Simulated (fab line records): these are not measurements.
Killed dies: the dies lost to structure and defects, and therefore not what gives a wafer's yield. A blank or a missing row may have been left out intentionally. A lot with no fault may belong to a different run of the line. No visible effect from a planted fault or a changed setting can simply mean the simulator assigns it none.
Which tool was responsible? | flow gf180mcu | Sampling: 13 lots, 39 wafers, 5 of 602 route steps

## WHAT THE GAUGES READ, wafer by wafer
GF_PSD_OVL_MEAS_08.
lot  | measured     | on         | PSD_OVL (nm)
L791 | day 14 10:34 | overlay-01 | -1.8 -1.3 -0.5
L793 | day 14 19:25 | overlay-01 | 2.0 0.0 -0.3
L794 | day 15 12:43 | overlay-01 | -0.9 0.1 -0.9
L795 | day 16 01:09 | overlay-02 | -0.2 -0.4 -0.2
L798 | day 16 17:04 | overlay-02 | -1.6 -1.8 -2.4
L797 | day 16 21:20 | overlay-01 | -3.9 -1.7 -1.1
L799 | day 17 07:00 | overlay-02 | -1.8 -2.6 -0.3
L801 | day 18 00:04 | overlay-01 | 0.9 0.5 -0.6
L803 | day 18 12:13 | overlay-02 | 1.0 -1.7 -1.9
L804 | day 18 22:34 | overlay-02 | 0.0 0.3 -0.7
L805 | day 19 01:31 | overlay-01 | 1.4 1.6 0.2
L808 | day 20 10:02 | overlay-02 | 1.3 -0.2 2.1
L814 | day 22 04:44 | overlay-02 | 1.1 0.4 0.9

GF_SAB_THK_MEAS_01.
lot  | measured     | on            | SAB_CVD_00_THK (nm)
L791 | day 14 11:19 | film_metro-04 | 49.2 49.9 50.0
L793 | day 14 20:10 | film_metro-01 | 50.0 50.2 50.1
L794 | day 15 13:28 | film_metro-03 | 50.3 50.1 50.3
L795 | day 16 01:55 | film_metro-04 | 50.4 50.1 50.4
L798 | day 16 17:49 | film_metro-01 | 50.2 49.8 51.0
L797 | day 16 22:05 | film_metro-01 | 51.7 50.9 51.0
L799 | day 17 07:44 | film_metro-03 | 49.3 50.2 50.1
L801 | day 18 00:48 | film_metro-04 | 48.8 48.8 49.7
L803 | day 18 12:57 | film_metro-01 | 49.6 50.4 50.5
L804 | day 18 23:19 | film_metro-04 | 50.1 50.4 50.4
L805 | day 19 02:20 | film_metro-01 | 50.5 50.5 50.6
L808 | day 20 10:46 | film_metro-01 | 49.8 50.9 50.3
L814 | day 22 05:29 | film_metro-01 | 49.3 49.8 50.8

GF_CONTACT_THK_MEAS_01.
lot  | measured     | on            | CONTACT_CVD_00_THK (nm)
L791 | day 15 09:37 | film_metro-02 | 302 297 299
L793 | day 15 18:22 | film_metro-01 | 303 310 306
L794 | day 16 12:35 | film_metro-02 | 299 298 298
L795 | day 17 00:46 | film_metro-01 | 305 303 306
L798 | day 17 16:56 | film_metro-04 | 306 303 305
L797 | day 17 21:30 | film_metro-04 | 307 305 307
L799 | day 18 08:57 | film_metro-01 | 300 297 295
L801 | day 19 02:14 | film_metro-01 | 299 298 300
L803 | day 19 14:46 | film_metro-04 | 300 295 302
L804 | day 20 00:20 | film_metro-01 | 303 306 148 303 306 148
L805 | day 20 03:34 | film_metro-02 | 301 303 145 300 303 144
L808 | day 21 11:10 | film_metro-01 | 307 303 304
L814 | day 23 05:35 | film_metro-04 | 301 302 300

GF_CONTACT_THK_MEAS_03.
lot  | measured     | on            | CONTACT_CVD_02_THK (nm)
L791 | day 15 09:47 | film_metro-04 | 856 866 858
L793 | day 15 18:29 | film_metro-02 | 849 868 866
L794 | day 16 12:45 | film_metro-04 | 854 861 861
L795 | day 17 00:54 | film_metro-04 | 854 846 859
L798 | day 17 17:04 | film_metro-01 | 866 861 879
L797 | day 17 21:38 | film_metro-02 | 865 872 876
L799 | day 18 09:05 | film_metro-02 | 852 858 879
L801 | day 19 02:22 | film_metro-02 | 845 850 870
L803 | day 19 14:54 | film_metro-04 | 851 869 855
L804 | day 20 03:55 | film_metro-04 | 850 847 854
L805 | day 20 06:38 | film_metro-04 | 859 881 860
L808 | day 21 11:20 | film_metro-04 | 861 854 861
L814 | day 23 05:43 | film_metro-01 | 866 863 880

## WHAT TOOL EACH LOT RAN ON (gives the tool, then ch and the chambers of the sampled wafers, and finally the start)
lot  | GF_CONTACT_CVD_00
L791 | hdpcvd-02 ch 0,1,2, day 15 09:34
L793 | hdpcvd-01 ch 1,2, day 15 18:18
L794 | hdpcvd-01 ch 0,1, day 16 12:32
L795 | hdpcvd-01 ch 0,1,2, day 17 00:43
L798 | hdpcvd-01 ch 1,2, day 17 16:53
L797 | hdpcvd-01 ch 1,2, day 17 21:26
L799 | hdpcvd-02 ch 0,1,2, day 18 08:53
L801 | hdpcvd-02 ch 1,2, day 19 02:08
L803 | hdpcvd-02 ch 0,2, day 19 14:42
L804 | hdpcvd-02 ch 0,1,2, day 20 00:17
L805 | hdpcvd-02 ch 0,2, day 20 03:29
L808 | hdpcvd-01 ch 0,1,2, day 21 11:07
L814 | hdpcvd-01 ch 0,1, day 23 05:31
- GF_CONTACT_CVD_00: deposits SiO2, target thk 300 nm, time 50 s.

## WHAT THE TOOLS THEMSELVES READ (means of the sampled wafers that have a number; where no wafer has one, the mark that the record gives instead)
GF_CONTACT_CVD_00.
lot  | tool      | sih4_flow_sccm (sccm)
L791 | hdpcvd-02 | 59.84
L793 | hdpcvd-01 | 60.01
L794 | hdpcvd-01 | 60.10
L795 | hdpcvd-01 | 59.90
L798 | hdpcvd-01 | 59.96
L797 | hdpcvd-01 | 59.94
L799 | hdpcvd-02 | 60.01
L801 | hdpcvd-02 | 60.13
L803 | hdpcvd-02 | 60.13
L804 | hdpcvd-02 | 50.05
L805 | hdpcvd-02 | 49.94
L808 | hdpcvd-01 | 59.88
L814 | hdpcvd-01 | 60.00

## THE ANSWER, worked out from the rows above alone
Rule: the usual values come from the lots themselves. The widest of any qualifying gaps counts: lots, ordered by their means at a reading, are off when they make up no more than a third of the lots, leave a main group of 4 or more, and stand apart from it by 3 or more times the standard deviation of that group's means. A main group whose means are all the same, to the digits that the tables above print for the reading, isn't used. Also off: a lot with no number at a reading for which 4 or more lots have one. Where the step has rows for the other lots, those lots are counted as sound. The gauges are gone through in route order, then the tools' own readings, and for those a lot's mean is taken as printed above. The first step at which some lot is off is used, and at that step the reading that is off furthest; a lot without a number counts as furthest.
Off: L804, L805, at GF_CONTACT_THK_MEAS_01 (CONTACT_CVD_00_THK). The main group has a mean of 302 nm with a standard deviation of 3.3.
A tool fits if, at a process step before that reading, it ran every lot that is off, and no sound lot after the first of them. Not tried: the gauges at GF_CONTACT_THK_MEAS_01; whatever is off there is also off at GF_CONTACT_CVD_00, on other tools, and gauge error can't account for it. One candidate fits, namely hdpcvd-02 at GF_CONTACT_CVD_00. Its last sound lot is L803 (day 19 14:42), its first lot that is off L804 (day 20 00:17): a fault that began between those two fits.
On the lots that are off, the tool's own readings at GF_CONTACT_CVD_00 differ by more than 5 times the standard deviation of the sound lots' means, which bears it out; sih4_flow_sccm reads 49.99 sccm there versus 59.99 sccm on the sound lots.

## WHAT THE SIMULATOR HAD PUT IN
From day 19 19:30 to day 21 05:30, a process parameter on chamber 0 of hdpcvd-02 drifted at GF_CONTACT_CVD_00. The setting sih4_flow_sccm was moved by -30, starting from 60. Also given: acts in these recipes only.
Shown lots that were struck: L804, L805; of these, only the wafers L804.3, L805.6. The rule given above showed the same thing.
